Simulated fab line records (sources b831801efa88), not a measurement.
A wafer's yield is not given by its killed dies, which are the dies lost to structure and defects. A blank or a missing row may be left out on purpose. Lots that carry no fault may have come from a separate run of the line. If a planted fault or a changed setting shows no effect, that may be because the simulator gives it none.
Chamber matching ; flow sfq_line ; 4 sister chambers for SFQ_TRILAYER_I0_CMP_CMP_028 on cmp-01
The step polishes SiO2. 8 wafers are shown with their chamber, then 9 later ones without.

WAFERS, EACH WITH ITS CHAMBER
wafer;chamber;motor_current_A (A);edge_zone_pressure_frac
L200.4;0;9.9;0.991
L203.4;1;9.7;1.003
L205.6;3;8.8;0.996
L206.2;0;9.9;1.002
L206.6;3;8.6;0.993
L208.4;2;9.2;0.996
L208.3;1;9.4;0.998
L208.6;2;8.9;0.997

WAFERS WHOSE CHAMBER IS MISSING
wafer;motor_current_A (A);edge_zone_pressure_frac
L209.3;8.8;1.008
L209.2;9.5;0.997
L209.6;8.5;0.994
L219.1;8.3;1.002
L219.3;9.8;1.000
L219.6;8.6;0.997
L220.3;8.8;0.993
L220.4;9.7;1.006
L220.5;8.3;0.992

EACH ONE'S CHAMBER
wafer;from the rows above;in truth
L209.3;can't be placed: 2 or 3 or 1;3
L209.2;can't be placed: 1 or 0 or 2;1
L209.6;3;3
L219.1;can't be placed: 3 or 2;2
L219.3;can't be placed: 0 or 1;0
L219.6;can't be placed: 3 or 2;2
L220.3;can't be placed: 3 or 2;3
L220.4;can't be placed: 1 or 0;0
L220.5;3;3
Placed correctly: 2 of 9. Cannot be placed on the basis of these rows: 7; the candidates contain the true chamber in 7. Placed wrongly: 0.
How it was worked out, from the rows above alone: a wafer's distance from a chamber is the root of the sum, over the readings, of the square of ((its reading less the chamber's mean) divided by the reading's scatter). If the next closest chamber is less than 2 further off than the closest, the wafer can't be placed; otherwise it belongs to the closest. For every chamber, the mean is computed from those of its wafers that are shown. How the scatter is found: for the shown wafers, subtract from each reading the mean of its chamber, square and add these, divide the total by (wafers less chambers), then take the root.
